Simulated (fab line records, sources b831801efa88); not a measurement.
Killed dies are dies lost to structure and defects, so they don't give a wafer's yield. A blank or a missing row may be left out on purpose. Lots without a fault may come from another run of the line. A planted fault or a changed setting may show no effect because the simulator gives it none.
Split-lot experiment | flow gf180mcu | 5 lots, 23 wafers read, on a route of 602 steps

THE SPLIT
At GF_NSD_IMPLANT_09, the setting dose_cm2 was moved away from the recipe's 4e+15 on 11 of the 23 wafers read, by -14.4% to -6.2%. The other wafers ran this setting at the recipe's value.

FROM THE SPLIT TO THE READING: what the file shows between them, 7 steps
- GF_NSD_IMPLANT_10
- GF_NSD_STRIP_11: strips in O2/N2
- GF_PSD_DEVELOP_06: develop time 60 s (also split here: dev_temp_c)
- GF_PSD_CD_MEAS_07: target cd 400 nm
- GF_PSD_IMPLANT_09
- GF_PSD_CLEAN_12: cleans in SC1/SC2, time 150 s
- GF_PSD_RTA_13: time 20 s

THE READING
NSD_RS, in ohm/sq, at GF_PSD_RS_MEAS_14 (measures by four-point-probe). Fault-free wafers of this fab line usually give 46.19 ohm/sq, standard deviation 0.094 ohm/sq.

wafer  | tool, chamber at the split | dose_cm2 as run | against the recipe | NSD_RS, ohm/sq | against lot-mates on the recipe
L079.1 | implanter-04, 0            | 3.652e+15       | -8.7%              | 46.82          | +0.65
L079.2 | implanter-04, 0            | 4e+15           | recipe             | 46.13          | -
L079.4 | implanter-04, 0            | 3.652e+15       | -8.7%              | 46.72          | +0.55
L079.5 | implanter-04, 0            | 4e+15           | recipe             | 46.21          | -
L079.6 | implanter-04, 0            | 4e+15           | recipe             | 46.18          | -
L082.2 | implanter-04, 0            | 3.719e+15       | -7.0%              | 46.71          | +0.48
L082.3 | implanter-04, 0            | 3.719e+15       | -7.0%              | 46.69          | +0.46
L082.4 | implanter-04, 0            | 3.719e+15       | -7.0%              | 46.65          | +0.42
L082.5 | implanter-04, 0            | 4e+15           | recipe             | 46.24          | -
L082.6 | implanter-04, 0            | 4e+15           | recipe             | 46.22          | -
L083.2 | implanter-04, 0            | 4e+15           | recipe             | 46.21          | -
L083.4 | implanter-04, 0            | 4e+15           | recipe             | 46.06          | -
L083.5 | implanter-04, 0            | 4e+15           | recipe             | 46.24          | -
L084.1 | implanter-03, 0            | 4e+15           | recipe             | 46.09          | -
L084.2 | implanter-03, 0            | 3.75e+15        | -6.2%              | 46.50          | +0.41
L084.3 | implanter-03, 0            | 3.75e+15        | -6.2%              | 46.42          | +0.34
L084.5 | implanter-03, 0            | 3.75e+15        | -6.2%              | 46.47          | +0.38
L084.6 | implanter-03, 0            | 4e+15           | recipe             | 46.08          | -
L085.1 | implanter-03, 0            | 3.423e+15       | -14.4%             | 47.14          | +0.83
L085.2 | implanter-03, 0            | 4e+15           | recipe             | 46.33          | -
L085.3 | implanter-03, 0            | 4e+15           | recipe             | 46.30          | -
L085.4 | implanter-03, 0            | 3.423e+15       | -14.4%             | 47.27          | +0.96
L085.6 | implanter-03, 0            | 3.423e+15       | -14.4%             | 47.24          | +0.93

THE FIT
A straight line over all 23 wafers: NSD_RS changes by -0.0688 ohm/sq for each +1% of dose_cm2; r = -0.97; the points scatter about the line by 0.091 ohm/sq.
The same after taking each lot's own level away (the mean of its wafers on the recipe; 23 wafers): -0.0633 ohm/sq for each +1%; r = -0.99; scatter 0.048 ohm/sq.
On that fit, the largest move of dose_cm2 shifts the reading by 0.91 ohm/sq.
The lots' own levels span 46.085 to 46.315 ohm/sq, that is 2.4 times the standard deviation above.
So the lot-to-lot level changes the slope little: the two slopes agree.
Check: with one of the wafers moved furthest among these (-14.4%) left out of the fit, the line predicts +0.939 ohm/sq for it against its lot-mates. It came out at +0.825 ohm/sq against them.

OTHER SPLITS ON THESE WAFERS
These wafers also went through other splits before the reading. Each is held against what the fit with the lots' levels taken away leaves over:
other split on the same wafers  | wafers away from the commonest value | r with NSD_RS (lot level and that fit taken away)
GF_HV_LDD_IMPLANT_21 dose_cm2   | 10                                   | +0.04
GF_HV_LDD_COAT_41 resist_thk_nm | 7                                    | -0.11
GF_HV_LDD_EXPOSE_43 dose_mj     | 3                                    | -0.23
GF_PSD_DEVELOP_06 dev_temp_c    | 7                                    | -0.10

THE WHOLE CHAIN: every reading that the file lists as answering this split, in the file's order
step              | what it does                 | reading                  | change (the file's fit)              | r (the file's)
GF_NSD_STRIP_11   | strips in O2/N2              | strip_time_to_endpoint_s | withheld for each +1% of the setting | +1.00
GF_PSD_RS_MEAS_14 | measures by four-point-probe | NSD_RS                   | -0.0637 for each +1% of the setting  | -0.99

THE FILE'S OWN FIT
NSD_RS changes by -0.0637 ohm/sq for each +1% of dose_cm2, r = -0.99.
